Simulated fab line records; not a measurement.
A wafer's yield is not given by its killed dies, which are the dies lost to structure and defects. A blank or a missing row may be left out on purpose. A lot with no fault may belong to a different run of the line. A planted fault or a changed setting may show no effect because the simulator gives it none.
A lot that was struck, set against a sound lot | flow sky130 | 17 out of 708 route steps
Sound: wafers L353.2, L353.4, L353.5. Struck: wafers L361.4, L361.5, L361.6. The cause is given at the end.
For every step that has rows: the tool of each side, followed by ch and its chambers, followed by its first start. Under that, the readings that differ: sound wafers | struck wafers | difference of the means | sigmas: that difference in standard deviations of wafers without a fault.
alike: readings whose means differ by less than 2 such deviations, and words and numbers that are the same on both sides. not compared: withheld readings, readings that some wafer has no value for, bounds like >300 that may hide the same value, and numbers for which the record gives no deviation and whose values overlap.
The two part at a step that has a row with sigmas, a row that says differs or no value, or rows on one side only. Numbers that have no deviation but don't overlap get no sigmas and don't part them. Lack of a reading on every wafer of one side parts them only where that side has two or more wafers.

first, 1 step without rows for these wafers: SKY_VT_ADJUST_NCORE_IMPLANT_09.
SKY_VT_ADJUST_NCORE_STRIP_10: strips in O2/N2.
  sound on plasma-asher-01 ch 0,1, day 8 14:20; struck on plasma-asher-03 ch 0,1, day 10 23:44
  alike: drypump-motor-current-A, oes-product-au, strip-time-to-endpoint-s
  not compared: rf-hours-counter-h
SKY_VT_ADJUST_NCORE_TW_MEAS_11:
  sound on film-metro-03, day 8 14:27; struck on film-metro-04, day 10 23:50
  alike: VT_ADJUST_NCORE_TW
then, 7 steps without rows for these wafers: SKY_VT_ADJUST_HVTR_DEHYDRATE_00 (time 60 s); SKY_VT_ADJUST_HVTR_HMDS_01 (prime time 60 s); SKY_VT_ADJUST_HVTR_COAT_02 (resist thk 1140 nm); SKY_VT_ADJUST_HVTR_SOFTBAKE_03 (time 60 s); SKY_VT_ADJUST_HVTR_EXPOSE_04 (exposes mask HVTRM, target cd 380 nm); SKY_VT_ADJUST_HVTR_PEB_05; SKY_VT_ADJUST_HVTR_DEVELOP_06 (develop time 60 s).
SKY_VT_ADJUST_HVTR_CD_MEAS_07 targets a cd of 380 nm.
  sound on cd-sem-02, day 9 11:28; struck on cd-sem-02, day 11 23:31
  alike: cd-nm
SKY_VT_ADJUST_HVTR_OVL_MEAS_08:
  sound on overlay-01, day 9 11:35; struck on overlay-02, day 11 23:35
  alike: VT_ADJUST_HVTR_OVL
SKY_VT_ADJUST_HVTR_IMPLANT_09:
  sound on implanter-03 ch 0, day 9 11:38; struck on implanter-04 ch 0, day 11 23:41
  reading            | sound                            | struck                           | difference  | sigmas
  dose-ions-cm2      | 2.0981e+12 2.1002e+12 2.0993e+12 | 1.6365e+12 1.6402e+12 1.6437e+12 | -4.5907e+11 | -99 or more
  faraday-current-uA | 11.84 11.84 11.69                | 8.95 9.13 9.31                   | -2.66       | -11
  alike: end-station-pressure-torr
SKY_VT_ADJUST_HVTR_STRIP_10: strips in O2/N2.
  sound on plasma-asher-04 ch 0,1, day 9 11:46; struck on plasma-asher-04 ch 0,1, day 11 23:47
  alike: drypump-motor-current-A, oes-product-au, strip-time-to-endpoint-s
  not compared: rf-hours-counter-h
SKY_VT_ADJUST_HVTR_TW_MEAS_11:
  sound on film-metro-04, day 9 11:52; struck on film-metro-01, day 11 23:53
  reading           | sound       | struck      | difference | sigmas
  VT_ADJUST_HVTR_TW | 212 212 212 | 192 191 191 | -21        | -5
then, 1 step without rows for these wafers: SKY_VT_ADJUST_PCH_DEHYDRATE_00 (time 60 s).
-- a jump in the record: the struck wafers' starts before and after are 36 days apart (it breaks off in module VT_ADJUST_PCH and resumes in module PAD_OPEN, where the first step shown is number 708 of the route) --
SKY_PAD_OPEN_PROBE_99:
  sound on prober-01, day 45 17:19; struck on prober-01, day 48 01:26
  reading                                  | sound                   | struck                  | difference | sigmas
  model.etest.pfet_01v8_mvt.drive-ua-um    | 157.6 158.6 156.7       | 142 143.5 144.4         | -14        |
  model.etest.pfet_01v8_mvt.off-log10-a-um | -10.06 -10.05 -10.19    | -11.42 -11.29 -11.48    | -1.30      |
  model.etest.pfet_01v8_mvt.vt-sat-v (V)   | -0.5179 -0.5194 -0.5346 | -0.6241 -0.6202 -0.6282 | -0.1002    |
  model.etest.pfet_01v8_mvt.vt-v (V)       | -0.6129 -0.614 -0.6252  | -0.7003 -0.7012 -0.7069 | -0.0854    |
  model.etest.pfet_01v8_mvt.vt-long-v (V)  | -0.8264 -0.8247 -0.836  | -0.904 -0.904 -0.9068   | -0.076     |
  alike: killed_at_M0_to_M3, killed_at_M4_up, killed-at-contacts, killed-at-front-end, killed-at-other, killed-dies, killed-open, killed-short

WHERE THEY PART
Last at SKY_VT_ADJUST_HVTR_TW_MEAS_11 as far as this record goes, first at SKY_VT_ADJUST_HVTR_IMPLANT_09. Later steps at which nothing parts them and some readings are alike: SKY_PAD_OPEN_PROBE_99.

WHY: the cause the simulator had injected
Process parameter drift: implanter-04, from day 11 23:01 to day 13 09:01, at SKY_VT_ADJUST_HVTR_IMPLANT_09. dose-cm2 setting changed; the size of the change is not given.
